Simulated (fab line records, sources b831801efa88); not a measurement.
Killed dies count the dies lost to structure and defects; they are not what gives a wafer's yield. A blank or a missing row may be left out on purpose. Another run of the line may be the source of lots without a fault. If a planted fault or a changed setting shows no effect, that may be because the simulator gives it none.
One fault through the eyes of 2 desks | flow sky130 | what lay behind the numbers comes last; until then each desk has only its own

== TOOL OWNER'S DESK, wetBench-02 ==
The tool's own readings at SKY_NWELL_CLEAN_27 (cleans in SC1/SC2, time 150 s): means of the sampled wafers that have a number, for each lot that ran on this tool. The brackets show how far a lot's mean lies from the usual mean; more than 4 standard deviations puts the lot out of limits, marked OUT.
Columns: A = runLengthS at SKY_NWELL_CLEAN_27, usual 179 s
lot  | first seen here | A
L460 | day 6 00:24     | 175
L463 | day 6 22:48     | 176
L464 | day 7 06:51     | 174
L468 | day 8 03:35     | 184
L469 | day 8 10:02     | 183
L472 | day 9 03:00     | 184
L475 | day 9 19:02     | 111 (-18) OUT
L477 | day 10 05:34    | 113 (-17) OUT
Finding of this desk: L475, L477 out of limits; the first was L475 at day 9 19:02, on runLengthS at SKY_NWELL_CLEAN_27. L460, L463, L464, L468, L469, L472 stayed within limits.

== AT THE METROLOGY DESK ==
Means of the sampled wafers that have a number, per lot and without regard to the tool the lot ran on: this is what the gauges read. The brackets show how far a lot's mean lies from the usual mean; more than 4 standard deviations puts the lot out of limits, marked OUT.
Columns: A = VT_ADJUST_PCH_OVL at SKY_VT_ADJUST_PCH_OVL_MEAS_07, usual -1.3 nm
lot  | first seen here | A
L457 | day 10 05:16    | -1.0
L460 | day 11 04:40    | -1.9
L463 | day 12 08:25    | -0.6
L464 | day 12 19:11    | -1.9
L466 | day 13 13:07    | -1.2
L468 | day 13 22:07    | -1.8
L469 | day 14 06:49    | -0.6
L472 | day 15 03:13    | -1.6
L473 | day 15 11:10    | -0.4
L475 | day 15 22:37    | -1.4
L477 | day 16 14:10    | -0.3
L479 | day 17 09:01    | -1.6
L480 | day 17 19:31    | -3.1
Finding of this desk: none of the 13 lots has anything out of limits.

== ALL TOGETHER ==
The tool owner's desk had the chance to raise an alarm at day 9 19:02 on L475, L477.
Nothing out of limits was seen by the metrology desk.
The metrology desk has L475, L477 on record, within its limits.
All the named lots went through SKY_NWELL_CLEAN_27 on wetBench-02.

== WHAT WAS PUT IN BY THE SIMULATOR ==
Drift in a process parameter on wetBench-02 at SKY_NWELL_CLEAN_27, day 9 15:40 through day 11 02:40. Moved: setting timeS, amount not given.
Lots struck among those shown: L475, L477.
Time in hours from fault onset to the first out-of-limits reading at each desk: the tool owner's desk, 3.
